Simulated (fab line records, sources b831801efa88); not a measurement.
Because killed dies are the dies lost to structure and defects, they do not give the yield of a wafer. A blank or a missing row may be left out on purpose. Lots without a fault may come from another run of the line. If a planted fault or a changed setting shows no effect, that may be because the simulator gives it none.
fab line records	flow sfq-line
record: lots: 13	wafers: 39	last-day: 92
route steps=325 shown L0@14 M0@38 M1@59 I2@113
lots with no fault: from the same line, run without faults
start-h: hours from the record's first day to the start of the lot's first wafer shown	wait-h: time in hours since the lot's previous step	" as in the row above	L1.1+2: a row that stands for several wafers	- no value, or no start was given	* or withheld: withheld	< > ~ a bound
route shown NAME@n: NAME is a module with steps in the file, n the number in the route of the first one	usual: average and standard deviation across the fault-free wafers	same: alike in all rows	chamber/n: place in a boat	sites: the reading at each site	_std_site: standard deviation of those values	_edge_site: outer sites' mean less inner sites'	radius-mm: how far each site lies from the wafer's centre	mask NAME#n: copy n	behind: the most recent tool/chamber to have shaped the wafer	hold: cause of the lot's hold/its duration in hours/its outcome	device: the transistor (n, p or np) that didn't switch	end of line: the tests these same wafers got at the end of their route	a step given without rows: its recipe and nothing more	killed: at the first sort, the dies lost to defects and structure; wafer yield is something else	map: a wafer's dies, x killed, . not, _ none there
set.NAME: setting as actually run; set.NAME@STEP: the setting as run at that earlier step	model.NAME: the simulator's own value behind a step, which no gauge read
steps of the route over a sample of lots; a table a step, a row a wafer
services: from which hour (start-h, from the record's first day; less than 0 if before it) a tool's chamber was out of use, for how many hours, and why
== steps ==
step: SFQ_TRILAYER_L0_STRIP_STRIP_009
recipe: gas: O2	power-w: 200	platen-temp-c: 40	overash-fraction: 0.65	chemistry: O2	pressure-mtorr: 50
usual: drypump-motor-current-A: 5.62/0.28	oes-product-au: 0.997/0.0084
same: overash-fraction: 0.65
lot.wafer	tool	chamber	start-h	wait-h	drypump-motor-current-A	oes-product-au	rf-hours-counter-h
L403.3	rie-metal-01	1	70.79	0.2	5.76	1.006	-
L403.5	"	0	"	"	5.84	0.996	-
L403.6	"	1	"	"	5.72	1.006	-
L404.3	rie-metal-04	1	79.25	0.3	5.32	1.003	-
L404.4	"	0	"	"	5.19	1.001	-
L404.5	"	0	"	"	5.17	1.005	-
L405.1	rie-metal-04	0	84.94	0.0	5.17	1.000	155
L405.2	"	1	"	"	5.33	1.012	122
L405.3	"	0	"	"	5.17	0.992	-
L406.1	rie-metal-01	1	91.67	0.0	5.70	1.007	168
L406.3	"	0	"	"	5.82	1.003	-
L406.4	"	1	"	"	5.70	1.002	-
L407.1	rie-metal-04	1	97.63	0.0	5.32	0.980	124
L407.4	"	0	"	"	5.19	0.989	-
L407.6	"	0	"	"	5.18	0.993	-
L408.2	rie-metal-04	0	106.03	0.0	5.17	0.990	159
L408.3	"	1	"	"	5.33	0.990	-
L408.4	"	0	"	"	5.17	0.990	-
L410.3	rie-metal-04	0	124.11	0.2	5.17	0.982	-
L410.5	"	0	"	"	5.18	0.995	-
L410.6	"	1	"	"	5.33	1.000	-
L411.2	rie-metal-01	0	129.91	0.0	5.80	0.996	51
L411.4	"	0	"	"	5.79	0.988	-
L411.6	"	0	"	"	5.79	1.003	-
L417.2	rie-metal-04	0	159.47	0.0	5.16	0.997	165
L417.5	"	0	"	"	5.18	0.999	-
L417.6	"	1	"	"	5.33	0.998	-
L421.2	rie-metal-01	1	188.52	0.0	5.74	1.010	180
L421.3	"	0	"	"	5.81	0.999	-
L421.5	"	0	"	"	5.81	0.997	-
L424.3	rie-metal-02	1	208.22	0.2	5.76	1.003	-
L424.5	"	0	"	"	5.98	1.007	-
L424.6	"	1	"	"	5.76	1.009	-
L425.1	rie-metal-02	0	211.62	0.0	6.03	0.989	92
L425.2	"	1	"	"	5.78	1.006	51
L425.6	"	0	"	"	6.00	0.995	-
L426.1	rie-metal-01	0	220.14	0.0	5.78	0.997	62
L426.3	"	1	"	"	5.71	0.993	-
L426.5	"	0	"	"	5.79	0.995	-
step: SFQ_M0_OVL_MEAS_906
usual: M0_OVL: 0/4.7
lot.wafer	tool	chamber	start-h	wait-h	M0_OVL[nm]
L403.3	overlay-01	-	252.45	0.1	5
L403.5	"	-	"	"	2
L403.6	"	-	"	"	0
L404.3	overlay-01	-	258.57	0.1	-3
L404.4	"	-	"	"	-2
L404.5	"	-	"	"	1
L405.1	overlay-01	-	265.76	0.1	0
L405.2	"	-	"	"	1
L405.3	"	-	"	"	5
L406.1	overlay-02	-	275.36	0.1	7
L406.3	"	-	"	"	4
L406.4	"	-	"	"	3
L407.1	overlay-02	-	284.96	0.1	-3
L407.4	"	-	"	"	2
L407.6	"	-	"	"	0
L408.2	overlay-01	-	299.49	0.1	-5
L408.3	"	-	"	"	-3
L408.4	"	-	"	"	-3
L410.3	overlay-02	-	331.90	0.1	1
L410.5	"	-	"	"	1
L410.6	"	-	"	"	-6
L411.2	overlay-02	-	343.89	0.1	0
L411.4	"	-	"	"	-6
L411.6	"	-	"	"	4
L417.2	overlay-01	-	390.82	0.1	5
L417.5	"	-	"	"	-3
L417.6	"	-	"	"	-6
L421.2	overlay-01	-	428.27	0.1	2
L421.3	"	-	"	"	-2
L421.5	"	-	"	"	-5
L424.3	overlay-01	-	464.80	0.1	-8
L424.5	"	-	"	"	1
L424.6	"	-	"	"	-1
L425.1	overlay-01	-	470.79	0.1	4
L425.2	"	-	"	"	2
L425.6	"	-	"	"	5
L426.1	overlay-02	-	487.59	0.1	-1
L426.3	"	-	"	"	-3
L426.5	"	-	"	"	-6
step: SFQ_TRILAYER_M1_DEP_SPUTTER_037
recipe: material: Nb	base-pressure-pa: 1.33e-06	chamber-pressure-pa: 0.1333	substrate-temp-c: 20	resputter-cathode-voltage-v: 400	target-thk-nm: 200	power-w: 2000	time-s: 133.3
usual: throttle-valve-pct: 30.0/0.97
lot.wafer	tool	chamber	start-h	wait-h	throttle-valve-pct
L403.3	pvd-sputter-04	-	394.33	0.0	30.7
L403.5	"	-	"	"	29.0
L403.6	"	-	"	"	29.2
L404.3	pvd-sputter-03	-	402.73	0.0	29.5
L404.4	"	-	"	"	31.2
L404.5	"	-	"	"	31.9
L405.1	pvd-sputter-03	-	408.73	0.0	29.7
L405.2	"	-	"	"	31.6
L405.3	"	-	"	"	29.2
L406.1	pvd-sputter-06	-	417.73	0.0	29.8
L406.3	"	-	"	"	30.1
L406.4	"	-	"	"	29.0
L407.1	pvd-sputter-03	-	423.73	0.0	29.7
L407.4	"	-	"	"	29.5
L407.6	"	-	"	"	31.9
L408.2	pvd-sputter-06	-	426.85	0.0	29.0
L408.3	"	-	"	"	31.1
L408.4	"	-	"	"	30.0
L410.3	pvd-sputter-03	-	480.18	0.0	31.9
L410.5	"	-	"	"	29.8
L410.6	"	-	"	"	29.3
L411.2	pvd-sputter-06	-	497.25	0.0	28.8
L411.4	"	-	"	"	31.4
L411.6	"	-	"	"	30.0
L417.2	pvd-sputter-04	-	560.07	0.0	29.2
L417.5	"	-	"	"	29.1
L417.6	"	-	"	"	29.0
L421.2	pvd-sputter-03	-	596.11	0.0	31.9
L421.3	"	-	"	"	30.9
L421.5	"	-	"	"	31.1
L424.3	pvd-sputter-03	-	634.62	0.0	29.6
L424.5	"	-	"	"	30.8
L424.6	"	-	"	"	29.6
L425.1	pvd-sputter-04	-	641.82	0.0	28.6
L425.2	"	-	"	"	28.8
L425.6	"	-	"	"	29.0
L426.1	pvd-sputter-03	-	656.22	0.0	29.4
L426.3	"	-	"	"	31.0
L426.5	"	-	"	"	29.6
step: SFQ_M1_RS_MEAS_909
recipe: thk-meas-gauge: four-point-probe	reads: Nb_of_TRILAYER_M1_DEP_SPUTTER_037
usual: M1_NB_RS: 0.893/0.0096
lot.wafer	tool	chamber	start-h	wait-h	M1_NB_RS[ohm/sq]
L403.3	film-metro-04	-	394.46	0.1	0.891
L403.5	"	-	"	"	0.894
L403.6	"	-	"	"	0.887
L404.3	film-metro-04	-	402.86	0.1	0.899
L404.4	"	-	"	"	0.904
L404.5	"	-	"	"	0.910
L405.1	film-metro-04	-	408.82	0.0	0.893
L405.2	"	-	"	"	0.900
L405.3	"	-	"	"	0.897
L406.1	film-metro-04	-	417.82	0.0	0.902
L406.3	"	-	"	"	0.903
L406.4	"	-	"	"	0.908
L407.1	film-metro-02	-	423.82	0.0	0.894
L407.4	"	-	"	"	0.898
L407.6	"	-	"	"	0.908
L408.2	film-metro-02	-	426.96	0.1	0.890
L408.3	"	-	"	"	0.885
L408.4	"	-	"	"	0.897
L410.3	film-metro-02	-	480.31	0.1	0.890
L410.5	"	-	"	"	0.885
L410.6	"	-	"	"	0.888
L411.2	film-metro-02	-	497.36	0.1	0.883
L411.4	"	-	"	"	0.894
L411.6	"	-	"	"	0.895
L417.2	film-metro-02	-	560.18	0.1	0.890
L417.5	"	-	"	"	0.994
L417.6	"	-	"	"	0.890
L421.2	film-metro-04	-	596.22	0.1	0.905
L421.3	"	-	"	"	0.901
L421.5	"	-	"	"	0.904
L424.3	film-metro-04	-	634.75	0.1	0.877
L424.5	"	-	"	"	0.878
L424.6	"	-	"	"	0.882
L425.1	film-metro-04	-	641.91	0.0	0.881
L425.2	"	-	"	"	0.887
L425.6	"	-	"	"	0.888
L426.1	film-metro-02	-	656.31	0.0	0.895
L426.3	"	-	"	"	0.884
L426.5	"	-	"	"	0.891
step: SFQ_TRILAYER_M1_ETCH_METAL_ETCH_042
recipe: target: Nb	stop-on: SiO2	mask-material: PR	chemistry: Cl2/Ar	target-depth-nm: 240	icp-w: 600	bias-w: 80	pressure-mtorr: 10	time-s: 120
usual: drypump-motor-current-A: 5.65/0.27	oes-product-au: 0.892/0.0068
same: time-s: 120
lot.wafer	tool	chamber	start-h	wait-h	drypump-motor-current-A	oes-product-au	rf-hours-counter-h
L403.3	rie-metal-01	1	556.82	0.1	5.71	0.890	-
L403.5	"	0	"	"	5.81	0.888	-
L403.6	"	1	"	"	5.72	0.893	-
L404.3	rie-metal-02	1	564.02	0.1	5.78	0.882	-
L404.4	"	0	"	"	5.94	0.889	-
L404.5	"	1	"	"	5.76	0.888	-
L405.1	rie-metal-02	1	573.48	0.0	5.75	0.891	97
L405.2	"	0	"	"	6.05	0.891	136
L405.3	"	1	"	"	5.77	0.885	-
L406.1	rie-metal-01	1	586.74	0.1	5.71	0.884	46
L406.3	"	1	"	"	5.68	0.883	-
L406.4	"	1	"	"	5.70	0.881	-
L407.1	rie-metal-04	0	596.40	0.0	5.16	0.878	32
L407.4	"	0	"	"	5.17	0.892	-
L407.6	"	0	"	"	5.17	0.887	-
L408.2	rie-metal-04	1	598.80	0.0	5.34	0.892	20
L408.3	"	1	"	"	5.31	0.899	-
L408.4	"	0	"	"	5.17	0.892	-
L410.3	rie-metal-04	1	642.17	0.1	5.34	0.886	-
L410.5	"	1	"	"	5.33	0.892	-
L410.6	"	0	"	"	5.18	0.899	-
L411.2	rie-metal-02	1	660.13	0.0	5.77	0.892	109
L411.4	"	1	"	"	5.77	0.890	-
L411.6	"	0	"	"	5.98	0.893	-
L417.2	rie-metal-01	0	714.82	0.0	5.82	0.890	133
L417.5	"	1	"	"	5.70	0.845	-
L417.6	"	0	"	"	5.82	0.902	-
L421.2	rie-metal-01	1	742.42	0.0	5.72	0.877	68
L421.3	"	1	"	"	5.72	0.890	-
L421.5	"	1	"	"	5.72	0.886	-
L424.3	rie-metal-04	0	781.13	0.1	5.17	0.904	-
L424.5	"	0	"	"	5.17	0.896	-
L424.6	"	1	"	"	5.32	0.907	-
L425.1	rie-metal-02	1	786.01	0.0	5.77	0.896	127
L425.2	"	0	"	"	6.04	0.900	20
L425.6	"	1	"	"	5.75	0.894	-
L426.1	rie-metal-01	1	801.80	0.1	5.75	0.891	77
L426.3	"	1	"	"	5.74	0.898	-
L426.5	"	1	"	"	5.73	0.893	-
step: SFQ_I2_OVL_MEAS_918
usual: I2_OVL: -4/5.9
lot.wafer	tool	chamber	start-h	wait-h	I2_OVL[nm]
L403.3	overlay-02	-	870.75	0.1	7
L403.5	"	-	"	"	0
L403.6	"	-	"	"	7
L404.3	overlay-02	-	883.60	0.1	10
L404.4	"	-	"	"	2
L404.5	"	-	"	"	8
L405.1	overlay-01	-	895.67	0.1	-7
L405.2	"	-	"	"	-3
L405.3	"	-	"	"	-10
L406.1	overlay-02	-	907.46	0.1	6
L406.3	"	-	"	"	6
L406.4	"	-	"	"	0
L407.1	overlay-02	-	910.46	0.1	0
L407.4	"	-	"	"	-6
L407.6	"	-	"	"	-10
L408.2	overlay-02	-	913.66	0.1	-7
L408.3	"	-	"	"	-6
L408.4	"	-	"	"	-16
L410.3	overlay-01	-	951.12	0.1	1
L410.5	"	-	"	"	-1
L410.6	"	-	"	"	-5
L411.2	overlay-01	-	989.09	0.1	-1
L411.4	"	-	"	"	-3
L411.6	"	-	"	"	-11
L417.2	overlay-02	-	1025.34	0.1	-12
L417.5	"	-	"	"	1
L417.6	"	-	"	"	-9
L421.2	overlay-01	-	1059.26	0.1	-6
L421.3	"	-	"	"	-7
L421.5	"	-	"	"	-10
L424.3	overlay-01	-	1105.09	0.1	-5
L424.5	"	-	"	"	-11
L424.6	"	-	"	"	-20
L425.1	overlay-01	-	1106.28	0.1	-10
L425.2	"	-	"	"	-3
L425.6	"	-	"	"	-8
L426.1	overlay-01	-	1107.48	0.1	1
L426.3	"	-	"	"	-1
L426.5	"	-	"	"	0
== services ==
tool	chamber	start-h	hours	kind
rie-metal-04	-	128.23	0.2	repair
rie-metal-04	1	162.01	14.4	repair
rie-metal-02	-	190.29	0.7	repair
pvd-sputter-03	-	223.89	1.9	repair
pvd-sputter-04	-	272.53	31.2	repair
rie-metal-01	0	308.17	1.3	repair
rie-metal-02	-	312.05	2.8	pm
rie-metal-02	-	374.66	4.3	pm
rie-metal-04	-	418.60	14.6	pm
rie-metal-02	0	424.22	3.2	repair
pvd-sputter-03	-	430.07	11.9	repair
rie-metal-01	-	439.11	2.8	pm
rie-metal-02	-	472.20	1.0	repair
rie-metal-01	-	495.72	0.1	repair
rie-metal-04	-	579.00	0.1	repair
rie-metal-01	0	585.60	5.9	repair
pvd-sputter-03	-	612.34	0.7	repair
rie-metal-01	1	662.95	9.9	repair
pvd-sputter-03	-	668.52	1.9	repair
rie-metal-01	0	679.89	1.5	repair
pvd-sputter-03	-	690.94	1.0	repair
rie-metal-04	1	758.70	13.0	repair
rie-metal-01	0	781.02	1.5	repair
rie-metal-01	1	788.40	7.7	repair
== key ==
first-sign: step: SFQ_M1_RS_MEAS_909	reading: M1_NB_RS	direction: up	sigmas: 10	usual: 0.893	struck: 0.994
effect: step: SFQ_TRILAYER_M1_ETCH_METAL_ETCH_042	reading: oes-product-au	direction: down	sigmas: 6.9	usual: 0.892	struck: 0.845
met-at SFQ_TRILAYER_M1_DEP_SPUTTER_037
struck-lots L417
struck-wafers L417.5
not-acting-at SFQ_TRILAYER_L0_STRIP_STRIP_009,SFQ_M0_OVL_MEAS_906,SFQ_I2_OVL_MEAS_918
onset-between 394.33 560.07
fault: kind: process-parameter-drift	tool: pvd-sputter-04	chamber: -	onset-h: 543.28	steps: SFQ_TRILAYER_M1_DEP_SPUTTER_037	channel: time-s	offset: *	shape: step	end-h: 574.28	acts-in: *	stated: *	scope: struck-wafers-only
